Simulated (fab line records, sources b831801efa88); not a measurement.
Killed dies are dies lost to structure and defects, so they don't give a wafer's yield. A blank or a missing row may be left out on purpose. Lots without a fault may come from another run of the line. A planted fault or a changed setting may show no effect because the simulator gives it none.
Problem report in the 8D (eight disciplines) form, filled by code | flow sky130 | the parts of the form that need people (team, actions taken, sign-off) are left out

1. THE PROBLEM
NWELL_TW at SKY_NWELL_TW_MEAS_15 reads a mean of 1719 on 2 wafers of 2 lots; wafers without a fault read 1825 with a standard deviation of 12. That is -8.8 standard deviations from the usual mean.
First seen on wafer L361.6, day 6 05:58, on film_metro-01. The record holds 41 wafers of 14 lots with a number at this step. Rule for "out", or "out of limits": more than 4 standard deviations from the usual mean. The other wafers with a number count as sound.

2. WHAT IT IS AND WHAT IT IS NOT
question                    | is               | is not
which readings at this step | NWELL_TW         | -
which lots                  | L361, L363       | L354, L355, L356, L357, L358, L359, L360, L371, L373, L374, L375, L376
which wafers of those lots  | L361.6, L363.6   | L361.1, L361.5, L363.4
read on which gauges        | film_metro-01    | film_metro-02, film_metro-03
when                        | from day 6 05:58 | up to then (23 sound wafers); but 16 sound wafers of L363, L371, L373, L374, L375, L376 came after

3. SUSPECTS, AND WHAT RULES EACH OUT
Counting: a tool at a process step up to the reading stays a suspect if it ran every lot that is out. Sound lots after the first of them don't rule it out here, since some wafers of a struck lot are sound.
- the gauge at SKY_NWELL_TW_MEAS_15: ruled out. All the wafers that are out were read on film_metro-01, but those of them that SKY_NWELL_IMPLANT_11 has rows for are out there too, on other tools.
- implanter-03 at SKY_NWELL_IMPLANT_11: kept. It ran every lot that is out, first L361 (day 6 05:25); its last sound lot up to then is L359 (day 5 16:47). Its own readings are out on those wafers: beam_on_s, faraday_current_uA.
Left after counting: implanter-03 at SKY_NWELL_IMPLANT_11.

4. THE CAUSE (what the simulator had put in)
Process parameter drift: implanter-03, from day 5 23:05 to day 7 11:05, at SKY_NWELL_IMPLANT_11. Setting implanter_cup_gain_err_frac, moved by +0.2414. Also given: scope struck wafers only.
Counting left only this tool.

5. THE CHAIN OF EFFECTS, in route order
Each row: a reading whose mean over the struck wafers that have a number lies more than 3 standard deviations from the usual. Only readings for which the record gives a usual standard deviation are gone through. hours: the time from each lot's start at the first step in this table that gives one to its start at this step, as a median over the lots. sigmas: the change in usual standard deviations.
hours | step                 | reading            | usual        | on struck wafers | change | sigmas
0     | SKY_NWELL_IMPLANT_11 | beam_on_s          | 9.99 s       | 8.03             | -1.96  | -9.8
0     | SKY_NWELL_IMPLANT_11 | faraday_current_uA | 107.2        | 133.6            | +26.4  | +13
1     | SKY_NWELL_TW_MEAS_15 | NWELL_TW           | 1825         | 1719             | -106   | -8.8
20    | SKY_NWELL_RS_MEAS_29 | NWELL_RS           | 624.0 ohm/sq | 703.1            | +79.1  | +47
The process steps in it:
- SKY_NWELL_IMPLANT_11
Later measuring or inspecting steps at which every struck wafer that the step has a row for has a number for every such reading, and none has moved that far: SKY_VT_ADJUST_HVTP_OVL_MEAS_08.

6. WHAT WOULD HAVE CAUGHT IT SOONER
In this record the first reading out of limits at a measuring or inspecting step was taken at day 6 05:58, 7 hours after the fault began at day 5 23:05.
The tool's own readings at SKY_NWELL_IMPLANT_11 were out on every struck wafer that the step has a row for (beam_on_s, faraday_current_uA): an alarm limit on them would have fired on the first of those.
Of the lots that are out (2), L363 began SKY_NWELL_IMPLANT_11 on implanter-03 after day 6 05:58. A hold on the tool at that time would have spared it.
